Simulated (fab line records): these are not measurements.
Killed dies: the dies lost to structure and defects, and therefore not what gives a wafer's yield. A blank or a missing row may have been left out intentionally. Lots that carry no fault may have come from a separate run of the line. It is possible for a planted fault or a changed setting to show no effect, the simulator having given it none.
What tool caused it? / flow gf180mcu / 11 lots, 33 wafers sampled, at 4 steps of a route of 602

## WHAT THE GAUGES SHOWED, per wafer
GF_HV_LDD_TW_MEAS_38.
lot=L441; measured=day 11 16:43; on=filmMetro-01; HV_LDD_3_TW=1428 1428 1433
lot=L443; measured=day 12 09:40; on=filmMetro-02; HV_LDD_3_TW=1431 1436 1435
lot=L448; measured=day 13 16:44; on=filmMetro-04; HV_LDD_3_TW=1476 1485 1491
lot=L449; measured=day 14 05:34; on=filmMetro-02; HV_LDD_3_TW=1457 1449 1444
lot=L454; measured=day 15 21:02; on=filmMetro-04; HV_LDD_3_TW=1454 1463 1460
lot=L455; measured=day 16 05:00; on=filmMetro-01; HV_LDD_3_TW=1436 1425 1434
lot=L457; measured=day 16 18:07; on=filmMetro-02; HV_LDD_3_TW=1434 1437 1433
lot=L458; measured=day 17 03:25; on=filmMetro-04; HV_LDD_3_TW=1447 1452 1450
lot=L459; measured=day 17 11:13; on=filmMetro-04; HV_LDD_3_TW=1453 1453 1450
lot=L461; measured=day 18 03:16; on=filmMetro-02; HV_LDD_3_TW=1427 1425 1431
lot=L464; measured=day 19 03:46; on=filmMetro-01; HV_LDD_3_TW=1426 1417 1420

GF_HV_LDD_RS_MEAS_53: the measuring method here is four-point-probe.
lot=L441; measured=day 12 11:55; on=filmMetro-02; HV_LDD_RS (ohm/sq)=418.1 417.8 416.7
lot=L443; measured=day 13 05:59; on=filmMetro-01; HV_LDD_RS (ohm/sq)=417.7 417.9 418.0
lot=L448; measured=day 14 13:53; on=filmMetro-02; HV_LDD_RS (ohm/sq)=412.6 412.6 412.3
lot=L449; measured=day 15 02:11; on=filmMetro-02; HV_LDD_RS (ohm/sq)=410.8 411.1 409.8
lot=L454; measured=day 16 20:07; on=filmMetro-02; HV_LDD_RS (ohm/sq)=416.3 416.0 418.1
lot=L455; measured=day 17 03:35; on=filmMetro-02; HV_LDD_RS (ohm/sq)=417.4 417.7 416.8
lot=L457; measured=day 17 17:06; on=filmMetro-01; HV_LDD_RS (ohm/sq)=418.5 418.7 418.7
lot=L458; measured=day 18 02:48; on=filmMetro-01; HV_LDD_RS (ohm/sq)=418.4 417.8 419.0
lot=L459; measured=day 18 10:14; on=filmMetro-02; HV_LDD_RS (ohm/sq)=417.5 418.1 417.8
lot=L461; measured=day 19 03:43; on=filmMetro-02; HV_LDD_RS (ohm/sq)=417.3 417.1 416.7
lot=L464; measured=day 20 04:39; on=filmMetro-04; HV_LDD_RS (ohm/sq)=415.3 416.5 415.7

## TOOL THAT RAN EACH LOT (tool first, then ch and the chambers of the sampled wafers, then the start)
lot=L441; GF_STI_STRIP_15=plasmaAsher-02 ch 0,1, day 2 02:40; GF_HV_LDD_IMPLANT_35=implanter-01 ch 0, day 11 16:21
lot=L443; GF_STI_STRIP_15=plasmaAsher-02 ch 0,1, day 2 15:40; GF_HV_LDD_IMPLANT_35=implanter-01 ch 0, day 12 09:16
lot=L448; GF_STI_STRIP_15=plasmaAsher-03 ch 0, day 3 13:19; GF_HV_LDD_IMPLANT_35=implanter-01 ch 0, day 13 16:20
lot=L449; GF_STI_STRIP_15=plasmaAsher-03 ch 0,1, day 3 19:04; GF_HV_LDD_IMPLANT_35=implanter-01 ch 0, day 14 05:13
lot=L454; GF_STI_STRIP_15=plasmaAsher-02 ch 0,1, day 4 19:49; GF_HV_LDD_IMPLANT_35=implanter-03 ch 0, day 15 20:38
lot=L455; GF_STI_STRIP_15=plasmaAsher-01 ch 0,1, day 5 01:59; GF_HV_LDD_IMPLANT_35=implanter-03 ch 0, day 16 04:36
lot=L457; GF_STI_STRIP_15=plasmaAsher-01 ch 0,1, day 5 12:59; GF_HV_LDD_IMPLANT_35=implanter-03 ch 0, day 16 17:43
lot=L458; GF_STI_STRIP_15=plasmaAsher-02 ch 0,1, day 5 18:34; GF_HV_LDD_IMPLANT_35=implanter-01 ch 0, day 17 03:04
lot=L459; GF_STI_STRIP_15=plasmaAsher-01 ch 0,1, day 5 22:04; GF_HV_LDD_IMPLANT_35=implanter-03 ch 0, day 17 10:49
lot=L461; GF_STI_STRIP_15=plasmaAsher-02 ch 0,1, day 6 08:57; GF_HV_LDD_IMPLANT_35=implanter-01 ch 0, day 18 02:54
lot=L464; GF_STI_STRIP_15=plasmaAsher-03 ch 0, day 7 00:22; GF_HV_LDD_IMPLANT_35=implanter-03 ch 0, day 19 03:22
- GF_STI_STRIP_15: strips in O2/N2.
- GF_HV_LDD_IMPLANT_35

## WHAT THE TOOLS THEMSELVES READ (means of the sampled wafers that have a number; where no wafer has one, the mark that the record gives instead)
GF_STI_STRIP_15.
lot=L441; tool=plasmaAsher-02; drypumpMotorCurrentA (A)=5.4; heaterPowerW (W)=379; o2FlowSccm (sccm)=2998; oesProductAu (a.u.)=0.391; stripTimeToEndpointS (s)=3.71
lot=L443; tool=plasmaAsher-02; drypumpMotorCurrentA (A)=5.4; heaterPowerW (W)=381; o2FlowSccm (sccm)=2995; oesProductAu (a.u.)=0.389; stripTimeToEndpointS (s)=3.76
lot=L448; tool=plasmaAsher-03; drypumpMotorCurrentA (A)=4.7; heaterPowerW (W)=422; o2FlowSccm (sccm)=2991; oesProductAu (a.u.)=0.382; stripTimeToEndpointS (s)=3.74
lot=L449; tool=plasmaAsher-03; drypumpMotorCurrentA (A)=5.0; heaterPowerW (W)=388; o2FlowSccm (sccm)=3002; oesProductAu (a.u.)=0.387; stripTimeToEndpointS (s)=3.73
lot=L454; tool=plasmaAsher-02; drypumpMotorCurrentA (A)=5.5; heaterPowerW (W)=377; o2FlowSccm (sccm)=3004; oesProductAu (a.u.)=0.381; stripTimeToEndpointS (s)=3.66
lot=L455; tool=plasmaAsher-01; drypumpMotorCurrentA (A)=6.2; heaterPowerW (W)=369; o2FlowSccm (sccm)=2996; oesProductAu (a.u.)=0.381; stripTimeToEndpointS (s)=3.72
lot=L457; tool=plasmaAsher-01; drypumpMotorCurrentA (A)=6.0; heaterPowerW (W)=367; o2FlowSccm (sccm)=3005; oesProductAu (a.u.)=0.381; stripTimeToEndpointS (s)=3.74
lot=L458; tool=plasmaAsher-02; drypumpMotorCurrentA (A)=5.5; heaterPowerW (W)=371; o2FlowSccm (sccm)=3009; oesProductAu (a.u.)=0.389; stripTimeToEndpointS (s)=3.71
lot=L459; tool=plasmaAsher-01; drypumpMotorCurrentA (A)=6.2; heaterPowerW (W)=373; o2FlowSccm (sccm)=2989; oesProductAu (a.u.)=0.382; stripTimeToEndpointS (s)=3.72
lot=L461; tool=plasmaAsher-02; drypumpMotorCurrentA (A)=5.5; heaterPowerW (W)=371; o2FlowSccm (sccm)=3007; oesProductAu (a.u.)=0.375; stripTimeToEndpointS (s)=3.65
lot=L464; tool=plasmaAsher-03; drypumpMotorCurrentA (A)=4.7; heaterPowerW (W)=421; o2FlowSccm (sccm)=2996; oesProductAu (a.u.)=0.385; stripTimeToEndpointS (s)=3.75

GF_HV_LDD_IMPLANT_35.
lot=L441; tool=implanter-01; beamOnS (s)=9.96; doseIonsCm2=7.5e+12; faradayCurrentUA=42.4; rotationDeg (degrees)=180.00
lot=L443; tool=implanter-01; beamOnS (s)=10.05; doseIonsCm2=7.5e+12; faradayCurrentUA=42.1; rotationDeg (degrees)=179.99
lot=L448; tool=implanter-01; beamOnS (s)=9.88; doseIonsCm2=9.6e+12; faradayCurrentUA=54.6; rotationDeg (degrees)=179.99
lot=L449; tool=implanter-01; beamOnS (s)=10.01; doseIonsCm2=9.6e+12; faradayCurrentUA=54.1; rotationDeg (degrees)=179.98
lot=L454; tool=implanter-03; beamOnS (s)=10.10; doseIonsCm2=7.5e+12; faradayCurrentUA=41.8; rotationDeg (degrees)=179.99
lot=L455; tool=implanter-03; beamOnS (s)=10.05; doseIonsCm2=7.5e+12; faradayCurrentUA=42.0; rotationDeg (degrees)=179.99
lot=L457; tool=implanter-03; beamOnS (s)=10.14; doseIonsCm2=7.5e+12; faradayCurrentUA=41.7; rotationDeg (degrees)=180.03
lot=L458; tool=implanter-01; beamOnS (s)=9.97; doseIonsCm2=7.5e+12; faradayCurrentUA=42.5; rotationDeg (degrees)=179.98
lot=L459; tool=implanter-03; beamOnS (s)=10.16; doseIonsCm2=7.5e+12; faradayCurrentUA=41.7; rotationDeg (degrees)=180.06
lot=L461; tool=implanter-01; beamOnS (s)=9.91; doseIonsCm2=7.5e+12; faradayCurrentUA=42.8; rotationDeg (degrees)=179.97
lot=L464; tool=implanter-03; beamOnS (s)=10.04; doseIonsCm2=7.5e+12; faradayCurrentUA=42.2; rotationDeg (degrees)=179.97

## THE ANSWER, worked out from the rows above alone
Rule: the usual values come from the lots themselves. Put in order of their means at a reading, lots are off if they are a third of the lots or fewer, leave a main group of 4 or more, and stand apart from it by a gap of 3 or more times the standard deviation of the main group's means; of several such gaps the widest counts. The tables above print the reading to a certain number of digits; a main group whose means all agree to those digits is not used. A lot without any number at a reading at which 4 lots or more have one is off too. Any other lot the step has rows for is counted as sound. Order of review: gauges by route order, followed by the tools' own readings, for which a lot's mean as printed above is used. At the first step where some lot is off, the reading lying furthest off is the one used; lots without a number count as furthest.
Off: L448, L449, seen at GF_HV_LDD_RS_MEAS_53 (HV_LDD_RS). Mean 417.5 ohm/sq and standard deviation 0.81 in the main group.
A tool fits if, at a process step before that reading, it ran every lot that is off, and no sound lot after the first of them. The gauges at GF_HV_LDD_RS_MEAS_53 aren't tried: what is off there is off at GF_HV_LDD_IMPLANT_35 too, on other tools, and a gauge's error can't cause that. Of those tried, none fits.

## WHAT THE SIMULATOR PUT IN
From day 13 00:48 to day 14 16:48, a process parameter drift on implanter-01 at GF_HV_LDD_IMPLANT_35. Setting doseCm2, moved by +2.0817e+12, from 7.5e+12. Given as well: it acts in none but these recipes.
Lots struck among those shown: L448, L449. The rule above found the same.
